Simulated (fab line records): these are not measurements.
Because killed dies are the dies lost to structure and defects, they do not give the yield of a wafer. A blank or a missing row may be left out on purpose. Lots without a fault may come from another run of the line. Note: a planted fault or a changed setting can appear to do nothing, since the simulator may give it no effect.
Which tool is to blame?	flow sky130	18 wafers from 6 lots sampled at 2 of the route's 708 steps

## WHAT THE GAUGES SHOWED, per wafer
SKY_VIA3_RS_MEAS_22: measures by four-point-probe.
lot	measured	on	VIA3_W_RS (ohm/sq)
L583	day 41 06:37	film-metro-03	0.292 0.293 0.289
L586	day 42 01:17	film-metro-03	0.291 0.287 0.291
L589	day 42 21:55	film-metro-02	0.298 0.295 0.295
L594	day 44 08:03	film-metro-01	0.292 0.296 0.292
L596	day 44 19:43	film-metro-02	0.289 0.293 0.290
L603	day 46 10:25	film-metro-03	0.298 0.299 0.300

## EACH LOT AND THE TOOL THAT RAN IT (in order: tool; ch and the chambers of the sampled wafers; start)
lot	SKY_LDD_HVN_STRIP_09
L583	plasma-asher-02 ch 0,1, day 21 21:47
L586	plasma-asher-04 ch 0, day 22 22:35
L589	plasma-asher-02 ch 0,1, day 23 21:13
L594	plasma-asher-01 ch 0,1, day 26 03:15
L596	plasma-asher-01 ch 0,1, day 26 16:07
L603	plasma-asher-02 ch 0,1, day 28 20:43
- SKY_LDD_HVN_STRIP_09: strips in O2/N2.

## THE ANSWER, worked out from the rows above alone
Rule: usual is defined by the lots themselves. The widest of any qualifying gaps counts: lots, ordered by their means at a reading, are off when they make up no more than a third of the lots, leave a main group of 4 or more, and stand apart from it by 3 or more times the standard deviation of that group's means. A main group whose means are all the same, to the digits that the tables above print for the reading, isn't used. A lot without any number at a reading at which 4 lots or more have one is off too. All remaining lots with rows at the step are treated as sound.
Nothing can be told from this: no lot is off at any reading shown.

## WHAT HAD BEEN PUT IN BY THE SIMULATOR
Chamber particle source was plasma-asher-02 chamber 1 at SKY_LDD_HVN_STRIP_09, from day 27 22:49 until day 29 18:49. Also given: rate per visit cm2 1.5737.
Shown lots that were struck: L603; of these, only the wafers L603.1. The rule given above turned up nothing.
